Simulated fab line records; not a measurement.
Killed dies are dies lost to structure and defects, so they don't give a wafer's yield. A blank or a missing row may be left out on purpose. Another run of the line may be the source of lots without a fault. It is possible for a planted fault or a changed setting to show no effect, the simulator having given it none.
Chamber matching :: flow sky130 :: cmp-01 running SKY_CONTACT_CMP_04: 4 sister chambers
The step polishes SiO2. 18 wafers are shown with their chamber, then 9 later ones without.

WAFERS PAIRED WITH THEIR CHAMBERS
wafer: L633.3
chamber: 0
motor-current-A (A): 10.1
time-to-endpoint-s (s): 83

wafer: L633.4
chamber: 2
motor-current-A (A): 12.8
time-to-endpoint-s (s): 82

wafer: L633.5
chamber: 1
motor-current-A (A): 14.7
time-to-endpoint-s (s): 80

wafer: L640.2
chamber: 0
motor-current-A (A): 10.2
time-to-endpoint-s (s): 82

wafer: L640.3
chamber: 2
motor-current-A (A): 12.3
time-to-endpoint-s (s): 86

wafer: L640.6
chamber: 0
motor-current-A (A): 10.8
time-to-endpoint-s (s): 81

wafer: L641.3
chamber: 1
motor-current-A (A): 14.4
time-to-endpoint-s (s): 81

wafer: L641.5
chamber: 0
motor-current-A (A): 10.7
time-to-endpoint-s (s): 80

wafer: L641.6
chamber: 3
motor-current-A (A): 11.9
time-to-endpoint-s (s): 82

wafer: L644.1
chamber: 2
motor-current-A (A): 12.0
time-to-endpoint-s (s): 87

wafer: L644.2
chamber: 3
motor-current-A (A): 11.6
time-to-endpoint-s (s): 87

wafer: L644.6
chamber: 3
motor-current-A (A): 11.4
time-to-endpoint-s (s): 88

wafer: L652.1
chamber: 0
motor-current-A (A): 10.3
time-to-endpoint-s (s): 86

wafer: L652.4
chamber: 1
motor-current-A (A): 13.9
time-to-endpoint-s (s): 83

wafer: L652.6
chamber: 0
motor-current-A (A): 9.7
time-to-endpoint-s (s): 88

wafer: L653.2
chamber: 3
motor-current-A (A): 11.3
time-to-endpoint-s (s): 90

wafer: L653.3
chamber: 0
motor-current-A (A): 10.1
time-to-endpoint-s (s): 91

wafer: L653.5
chamber: 3
motor-current-A (A): 11.3
time-to-endpoint-s (s): 85

SIGNATURES (means of the wafers above)
reading: motor-current-A
chamber 0: 10.271
chamber 1: 14.333
chamber 2: 12.367
chamber 3: 11.500
scatter within a chamber: 0.355

reading: time-to-endpoint-s
chamber 0: 84.43
chamber 1: 81.33
chamber 2: 85.00
chamber 3: 86.40
scatter within a chamber: 3.31
Rule: distance of a wafer from a chamber = root of the sum over the readings of ((wafer's reading minus chamber's mean) / reading's scatter) squared. The wafer belongs to the nearest chamber; if the next one is less than 2 further off, it can't be placed. The scatter: the root of (the sum of the squares of (reading less its chamber's mean) over the shown wafers, divided by (wafers less chambers)).

WAFERS WHOSE CHAMBER IS MISSING
wafer: L654.2
motor-current-A (A): 10.2
time-to-endpoint-s (s): 90

wafer: L654.5
motor-current-A (A): 11.6
time-to-endpoint-s (s): 84

wafer: L654.6
motor-current-A (A): 12.0
time-to-endpoint-s (s): 88

wafer: L655.1
motor-current-A (A): 15.0
time-to-endpoint-s (s): 85

wafer: L655.2
motor-current-A (A): 12.1
time-to-endpoint-s (s): 86

wafer: L655.5
motor-current-A (A): 15.1
time-to-endpoint-s (s): 86

wafer: L656.2
motor-current-A (A): 12.5
time-to-endpoint-s (s): 94

wafer: L656.3
motor-current-A (A): 9.9
time-to-endpoint-s (s): 83

wafer: L656.6
motor-current-A (A): 10.0
time-to-endpoint-s (s): 85

THE CHAMBER EACH PASSED THROUGH
wafer: L654.2
from the rows above: 0
in truth: 0

wafer: L654.5
from the rows above: can't be placed: 3 or 2
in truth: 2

wafer: L654.6
from the rows above: can't be placed: 2 or 3
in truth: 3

wafer: L655.1
from the rows above: 1
in truth: 1

wafer: L655.2
from the rows above: can't be placed: 2 or 3
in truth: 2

wafer: L655.5
from the rows above: 1
in truth: 1

wafer: L656.2
from the rows above: can't be placed: 2 or 3
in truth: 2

wafer: L656.3
from the rows above: 0
in truth: 0

wafer: L656.6
from the rows above: 0
in truth: 0
Placed correctly: 5 of 9. Cannot be placed on the basis of these rows: 4; the candidates contain the true chamber in 4. 0 placed wrongly.
